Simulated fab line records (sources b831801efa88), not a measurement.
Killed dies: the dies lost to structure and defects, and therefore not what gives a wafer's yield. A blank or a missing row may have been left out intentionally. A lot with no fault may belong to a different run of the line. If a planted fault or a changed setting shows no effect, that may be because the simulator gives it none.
One fault seen from 2 desks	flow sky130	what lay behind the numbers comes last; until then each desk has only its own

## FOR THE TOOL OWNER'S DESK: pvd_sputter-03
The tool's own readings at SKY_METAL2_SPUTTER_02 (material AlCu, target thk 250 nm, time 13.3 s): means of the sampled wafers that have a number, for each lot that ran on this tool. The brackets show how far a lot's mean lies from the usual mean; more than 4 standard deviations puts the lot out of limits, marked OUT.
Columns: A = throttle_valve_pct at SKY_METAL2_SPUTTER_02, usual 29.5 %
lot	first seen here	A
L681	day 35 07:57	28.4
L682	day 35 10:46	28.9
L690	day 38 01:54	29.6
L692	day 38 21:38	28.9
L694	day 38 22:40	30.3
L701	day 41 05:52	29.3
Finding of this desk: none of the 6 lots has anything out of limits.

## METROLOGY DESK
Lot by lot, what the gauges showed, no matter which tool ran the lot: averages of those sampled wafers that carry a number. The brackets show how far a lot's mean lies from the usual mean; more than 4 standard deviations puts the lot out of limits, marked OUT.
Columns: A = METAL2_ALCU_RS at SKY_METAL2_RS_MEAS_05, usual 0.1276 ohm/sq; B = METAL2_ALCU_THK at SKY_METAL2_THK_MEAS_06, usual 247 nm; C = METAL2_OVL at SKY_METAL2_OVL_MEAS_16, usual -1 nm; D = VIA2_HDPCVD_THK at SKY_VIA2_THK_MEAS_01, usual 1176 nm
lot	first seen here	A	B	C	D
L681	day 35 08:04	0.1262	249	-8	1177
L682	day 35 10:52	0.1292	245	-5	1193
L684	day 36 14:43	0.1287	246	-4	1154
L685	day 36 15:52	0.1280	245	-5	1182
L687	day 37 09:21	0.1301	241	-9	1145
L690	day 38 02:01	0.1193 (-4.1) OUT	264 (+4.3) OUT	-2	1157
L692	day 38 21:45	0.1158 (-5.9) OUT	271 (+5.9) OUT	0	1166
L693	day 38 22:19	0.1278	246	7	1170
L694	day 38 22:49	0.1218	260	8	1175
L698	day 40 08:49	0.1287	245	0	1196
L701	day 41 05:57	0.1272	248	1	1170
This desk reports L690, L692 out of limits; the earliest was L690 at day 38 02:01 (METAL2_ALCU_RS at SKY_METAL2_RS_MEAS_05). L681, L682, L684, L685, L687, L693, L694, L698, L701 stayed within limits.

## PUT TOGETHER
On L690, L692, the metrology desk was in a position to raise an alarm at day 38 02:01.
Nothing out of limits was seen by the tool owner's desk.
Tool owner's desk: L690, L692 on record, inside its limits.
On pvd_sputter-03, each named lot ran SKY_METAL2_SPUTTER_02.

## WHAT THE SIMULATOR PUT IN
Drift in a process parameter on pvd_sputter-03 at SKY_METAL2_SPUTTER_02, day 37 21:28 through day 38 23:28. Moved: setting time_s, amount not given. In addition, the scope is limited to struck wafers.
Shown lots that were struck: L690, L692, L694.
Time in hours between the start of the fault and the first out-of-limits reading at each desk: metrology desk, 5.
